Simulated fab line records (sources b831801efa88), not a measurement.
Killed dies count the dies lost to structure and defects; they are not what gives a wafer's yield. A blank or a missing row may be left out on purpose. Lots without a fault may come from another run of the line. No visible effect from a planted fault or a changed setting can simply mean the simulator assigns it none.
What tool caused it? | flow gf180mcu | 36 wafers from 12 lots sampled at 2 of the route's 602 steps

== WHAT THE GAUGES READ, wafer by wafer ==
GF_V2_BOW_MEAS_05.
lot  | measured     | on            | V2_BOW (um)
L075 | day 20 02:41 | film metro-02 | 101 94 101
L077 | day 21 03:56 | film metro-02 | 115 118 113
L079 | day 21 10:05 | film metro-02 | 107 102 110
L082 | day 22 07:47 | film metro-01 | 102 100 95
L084 | day 23 03:22 | film metro-04 | 99 98 102
L085 | day 23 12:53 | film metro-04 | 100 90 113
L087 | day 24 01:37 | film metro-04 | 97 104 109
L089 | day 24 18:50 | film metro-01 | 96 95 98
L091 | day 25 12:12 | film metro-02 | 101 109 104
L093 | day 26 00:52 | film metro-04 | 101 115 112
L095 | day 26 09:45 | film metro-01 | 95 84 92
L097 | day 26 14:16 | film metro-02 | 96 89 97

== WHICH TOOL RAN EACH LOT (tool, then ch and the chambers of the sampled wafers, then the start) ==
lot  | GF_CONTACT_ETCH_16
L075 | rie diel-02 ch 0,1,2, day 16 22:08
L077 | rie diel-03 ch 2,3, day 17 22:14
L079 | rie diel-03 ch 0,1, day 18 03:50
L082 | rie diel-01 ch 0,1, day 19 01:56
L084 | rie diel-02 ch 0,1,2, day 19 21:41
L085 | rie diel-02 ch 1,2,3, day 20 08:20
L087 | rie diel-02 ch 1,2,3, day 20 21:54
L089 | rie diel-02 ch 0,1,2, day 21 18:11
L091 | rie diel-02 ch 0,2, day 22 09:50
L093 | rie diel-03 ch 1,2,3, day 23 01:55
L095 | rie diel-03 ch 1,2, day 23 09:29
L097 | rie diel-01 ch 1,2, day 23 16:29
- GF_CONTACT_ETCH_16: etches BARC in N2/H2.

== THE ANSWER, worked out from the rows above alone ==
Rule: what is usual is taken from the lots themselves. Put in order of their means at a reading, lots are off if they are a third of the lots or fewer, leave a main group of 4 or more, and stand apart from it by a gap of 3 or more times the standard deviation of the main group's means; of several such gaps the widest counts. The tables above print the reading to a certain number of digits; a main group whose means all agree to those digits is not used. Also off: a lot with no number at a reading for which 4 or more lots have one. All remaining lots with rows at the step are treated as sound.
No lot is off at any reading shown: from this, nothing can be told.

== WHAT THE SIMULATOR HAD PUT IN ==
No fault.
